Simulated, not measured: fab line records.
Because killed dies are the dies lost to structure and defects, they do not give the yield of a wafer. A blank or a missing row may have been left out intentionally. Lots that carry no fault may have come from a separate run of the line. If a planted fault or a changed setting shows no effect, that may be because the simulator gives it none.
What tool caused it? :: flow sky130 :: 33 wafers from 11 lots sampled at 5 of the route's 708 steps

== WHAT EACH GAUGE READ, for each wafer ==
SKY_VIA2_RS_MEAS_22: measures by four-point-probe. Usual: VIA2_W_RS 0.2715 ohm/sq, standard deviation 0.0023.
lot: L734
measured: day 37 08:54
on: filmMetro-03
VIA2_W_RS (ohm/sq): 0.2719 0.2734 0.2727
flag: 

lot: L736
measured: day 37 19:17
on: filmMetro-03
VIA2_W_RS (ohm/sq): 0.2694 0.2687 0.2707
flag: 

lot: L738
measured: day 38 13:09
on: filmMetro-04
VIA2_W_RS (ohm/sq): 0.2733 0.2687 0.2728
flag: 

lot: L740
measured: day 39 03:55
on: filmMetro-03
VIA2_W_RS (ohm/sq): 0.2706 0.2734 0.2750
flag: 

lot: L745
measured: day 40 13:31
on: filmMetro-03
VIA2_W_RS (ohm/sq): 58.362 58.948 59.226
flag: OFF

lot: L746
measured: day 41 07:19
on: filmMetro-04
VIA2_W_RS (ohm/sq): 56.853 56.989 57.819
flag: OFF

lot: L747
measured: day 41 08:09
on: filmMetro-03
VIA2_W_RS (ohm/sq): 58.661 57.000 58.236
flag: OFF

lot: L749
measured: day 41 22:33
on: filmMetro-03
VIA2_W_RS (ohm/sq): 0.2704 0.2684 0.2725
flag: 

lot: L750
measured: day 42 16:34
on: filmMetro-01
VIA2_W_RS (ohm/sq): 0.2704 0.2686 0.2699
flag: 

lot: L751
measured: day 42 17:11
on: filmMetro-01
VIA2_W_RS (ohm/sq): 0.2731 0.2693 0.2705
flag: 

lot: L753
measured: day 42 23:10
on: filmMetro-03
VIA2_W_RS (ohm/sq): 0.2733 0.2670 0.2666
flag: 

SKY_VIA2_THK_MEAS_23: measures by xrf. Usual: VIA2_W_THK 417 nm, standard deviation 8.7.
lot: L734
measured: day 37 09:01
on: filmMetro-03
VIA2_W_THK (nm): 412 408 407
flag: 

lot: L736
measured: day 37 19:23
on: filmMetro-03
VIA2_W_THK (nm): 415 415 414
flag: 

lot: L738
measured: day 38 13:16
on: filmMetro-04
VIA2_W_THK (nm): 417 426 421
flag: 

lot: L740
measured: day 39 04:01
on: filmMetro-03
VIA2_W_THK (nm): 409 407 406
flag: 

lot: L745
measured: day 40 13:38
on: filmMetro-03
VIA2_W_THK (nm): - <0 -
flag: OFF

lot: L746
measured: day 41 07:25
on: filmMetro-04
VIA2_W_THK (nm): <0 <0 -
flag: OFF

lot: L747
measured: day 41 08:16
on: filmMetro-03
VIA2_W_THK (nm): <0 - <0
flag: OFF

lot: L749
measured: day 41 22:39
on: filmMetro-03
VIA2_W_THK (nm): 409 413 409
flag: 

lot: L750
measured: day 42 16:41
on: filmMetro-01
VIA2_W_THK (nm): 427 432 427
flag: 

lot: L751
measured: day 42 17:17
on: filmMetro-01
VIA2_W_THK (nm): 425 433 428
flag: 

lot: L753
measured: day 42 23:16
on: filmMetro-03
VIA2_W_THK (nm): 408 419 422
flag: 

SKY_CAPM_THK_MEAS_01. Usual: CAPM_CVD_00_THK 15.48 nm, standard deviation 0.22.
lot: L734
measured: day 37 09:33
on: filmMetro-02
CAPM_CVD_00_THK (nm): 15.42 15.58 15.77
flag: 

lot: L736
measured: day 37 19:56
on: filmMetro-02
CAPM_CVD_00_THK (nm): 15.58 15.51 15.51
flag: 

lot: L738
measured: day 38 13:48
on: filmMetro-02
CAPM_CVD_00_THK (nm): 15.53 15.65 15.46
flag: 

lot: L740
measured: day 39 05:42
on: filmMetro-04
CAPM_CVD_00_THK (nm): 15.57 15.75 15.64
flag: 

lot: L749
measured: day 41 23:11
on: filmMetro-03
CAPM_CVD_00_THK (nm): 15.51 15.71 15.65
flag: 

lot: L750
measured: day 42 17:22
on: filmMetro-03
CAPM_CVD_00_THK (nm): 15.43 15.31 15.68
flag: 

lot: L751
measured: day 42 17:50
on: filmMetro-02
CAPM_CVD_00_THK (nm): 15.46 15.69 15.52
flag: 

lot: L753
measured: day 42 23:47
on: filmMetro-03
CAPM_CVD_00_THK (nm): 15.78 15.53 15.97
flag: 

== WHICH TOOL RAN EACH LOT (tool, then ch and the chambers of the sampled wafers, then the start) ==
lot: L734
SKY_VIA2_ETCH_14: rieDiel-04 ch 1,2,3, day 37 07:59
SKY_VIA2_CVD_21: cvdW-02 ch 1, day 37 08:45

lot: L736
SKY_VIA2_ETCH_14: rieDiel-04 ch 0,1,2, day 37 18:22
SKY_VIA2_CVD_21: cvdW-01 ch 0,1, day 37 19:08

lot: L738
SKY_VIA2_ETCH_14: rieDiel-01 ch 1,3, day 38 12:14
SKY_VIA2_CVD_21: cvdW-02 ch 0,1, day 38 13:00

lot: L740
SKY_VIA2_ETCH_14: rieDiel-03 ch 0,2,3, day 39 02:59
SKY_VIA2_CVD_21: cvdW-02 ch 0,1, day 39 03:46

lot: L745
SKY_VIA2_ETCH_14: rieDiel-04 ch 1,3, day 40 12:37
SKY_VIA2_CVD_21: cvdW-01 ch 0,1, day 40 13:23

lot: L746
SKY_VIA2_ETCH_14: rieDiel-04 ch 1,2, day 41 06:19
SKY_VIA2_CVD_21: cvdW-01 ch 0,1, day 41 07:11

lot: L747
SKY_VIA2_ETCH_14: rieDiel-01 ch 2,3, day 41 07:11
SKY_VIA2_CVD_21: cvdW-02 ch 0,1, day 41 08:01

lot: L749
SKY_VIA2_ETCH_14: rieDiel-03 ch 1,2, day 41 21:37
SKY_VIA2_CVD_21: cvdW-02 ch 0,1, day 41 22:25

lot: L750
SKY_VIA2_ETCH_14: rieDiel-04 ch 0,3, day 42 15:31
SKY_VIA2_CVD_21: cvdW-02 ch 0,1, day 42 16:26

lot: L751
SKY_VIA2_ETCH_14: rieDiel-03 ch 1,3, day 42 16:05
SKY_VIA2_CVD_21: cvdW-01 ch 0,1, day 42 17:04

lot: L753
SKY_VIA2_ETCH_14: rieDiel-04 ch 0,1,2, day 42 22:07
SKY_VIA2_CVD_21: cvdW-01 ch 0,1, day 42 23:01
- SKY_VIA2_ETCH_14: etches BARC in N2/H2, stops on SiO2, time 45.9 s, target depth 60 nm.
- SKY_VIA2_CVD_21: deposits W, target thk 420 nm, time 126.4 s.

== AS READ BY THE TOOLS THEMSELVES (means over the sampled wafers that have a number; for cases with no such wafer, the mark the record gives instead) ==
SKY_VIA2_ETCH_14. Usual: drypumpMotorCurrentA 5.7 A, standard deviation 0.31; oesProductAu 0.854 a.u., standard deviation 0.0042; throttleValvePct 13.225 %, standard deviation 0.0097.
lot: L734
tool: rieDiel-04
drypumpMotorCurrentA (A): 5.8
oesProductAu (a.u.): 0.852
throttleValvePct (%): 13.224
flag: 

lot: L736
tool: rieDiel-04
drypumpMotorCurrentA (A): 5.8
oesProductAu (a.u.): 0.857
throttleValvePct (%): 13.225
flag: 

lot: L738
tool: rieDiel-01
drypumpMotorCurrentA (A): 5.6
oesProductAu (a.u.): 0.856
throttleValvePct (%): 13.219
flag: 

lot: L740
tool: rieDiel-03
drypumpMotorCurrentA (A): 5.5
oesProductAu (a.u.): 0.856
throttleValvePct (%): 13.224
flag: 

lot: L745
tool: rieDiel-04
drypumpMotorCurrentA (A): 5.9
oesProductAu (a.u.): 0.848
throttleValvePct (%): 13.222
flag: 

lot: L746
tool: rieDiel-04
drypumpMotorCurrentA (A): 5.8
oesProductAu (a.u.): 0.850
throttleValvePct (%): 13.225
flag: 

lot: L747
tool: rieDiel-01
drypumpMotorCurrentA (A): 5.7
oesProductAu (a.u.): 0.857
throttleValvePct (%): 13.224
flag: 

lot: L749
tool: rieDiel-03
drypumpMotorCurrentA (A): 5.3
oesProductAu (a.u.): 0.851
throttleValvePct (%): 13.238
flag: 

lot: L750
tool: rieDiel-04
drypumpMotorCurrentA (A): 5.9
oesProductAu (a.u.): 0.855
throttleValvePct (%): 13.218
flag: 

lot: L751
tool: rieDiel-03
drypumpMotorCurrentA (A): 5.7
oesProductAu (a.u.): 0.851
throttleValvePct (%): 13.223
flag: 

lot: L753
tool: rieDiel-04
drypumpMotorCurrentA (A): 5.8
oesProductAu (a.u.): 0.858
throttleValvePct (%): 13.229
flag: 

SKY_VIA2_CVD_21. Usual: chamberPressureTorr 40.00 Torr, standard deviation 0.093; heaterPowerOuterW 490 W, standard deviation 12; heaterPowerW 839 W, standard deviation 52.
lot: L734
tool: cvdW-02
chamberPressureTorr (Torr): 39.98
heaterPowerOuterW (W): 484
heaterPowerW (W): 833
flag: 

lot: L736
tool: cvdW-01
chamberPressureTorr (Torr): 39.98
heaterPowerOuterW (W): 490
heaterPowerW (W): 854
flag: 

lot: L738
tool: cvdW-02
chamberPressureTorr (Torr): 40.07
heaterPowerOuterW (W): 501
heaterPowerW (W): 859
flag: 

lot: L740
tool: cvdW-02
chamberPressureTorr (Torr): 39.98
heaterPowerOuterW (W): 486
heaterPowerW (W): 856
flag: 

lot: L745
tool: cvdW-01
chamberPressureTorr (Torr): -
heaterPowerOuterW (W): -
heaterPowerW (W): -
flag: OFF

lot: L746
tool: cvdW-01
chamberPressureTorr (Torr): -
heaterPowerOuterW (W): -
heaterPowerW (W): -
flag: OFF

lot: L747
tool: cvdW-02
chamberPressureTorr (Torr): -
heaterPowerOuterW (W): -
heaterPowerW (W): -
flag: OFF

lot: L749
tool: cvdW-02
chamberPressureTorr (Torr): 39.98
heaterPowerOuterW (W): 488
heaterPowerW (W): 853
flag: 

lot: L750
tool: cvdW-02
chamberPressureTorr (Torr): 40.12
heaterPowerOuterW (W): 499
heaterPowerW (W): 847
flag: 

lot: L751
tool: cvdW-01
chamberPressureTorr (Torr): 39.93
heaterPowerOuterW (W): 487
heaterPowerW (W): 793
flag: 

lot: L753
tool: cvdW-01
chamberPressureTorr (Torr): 39.97
heaterPowerOuterW (W): 489
heaterPowerW (W): 790
flag: 

== THE ANSWER, worked out from the rows above alone ==
Rule: lot off if the mean of its wafers having a number is beyond 3 standard deviations from the usual mean. Also off: a lot with no number at a reading for which 4 or more lots have one. The other lots that the step has rows for count as sound. The gauges are gone through in route order, then the tools' own readings, and for those a lot's mean is taken as printed above. The first step at which some lot is off is used, and at that step the reading that is off furthest; a lot without a number counts as furthest.
Off: L745, L746, L747, seen at SKY_VIA2_RS_MEAS_22 (VIA2_W_RS).
A tool fits if, at a process step before that reading, it ran every lot that is off, and no sound lot after the first of them. The gauges at SKY_VIA2_RS_MEAS_22 aren't tried: what is off there is off at SKY_VIA2_CVD_21 too, on other tools, and a gauge's error can't cause that. Of those tried, none fits.

== WHAT THE SIMULATOR HAD PUT IN ==
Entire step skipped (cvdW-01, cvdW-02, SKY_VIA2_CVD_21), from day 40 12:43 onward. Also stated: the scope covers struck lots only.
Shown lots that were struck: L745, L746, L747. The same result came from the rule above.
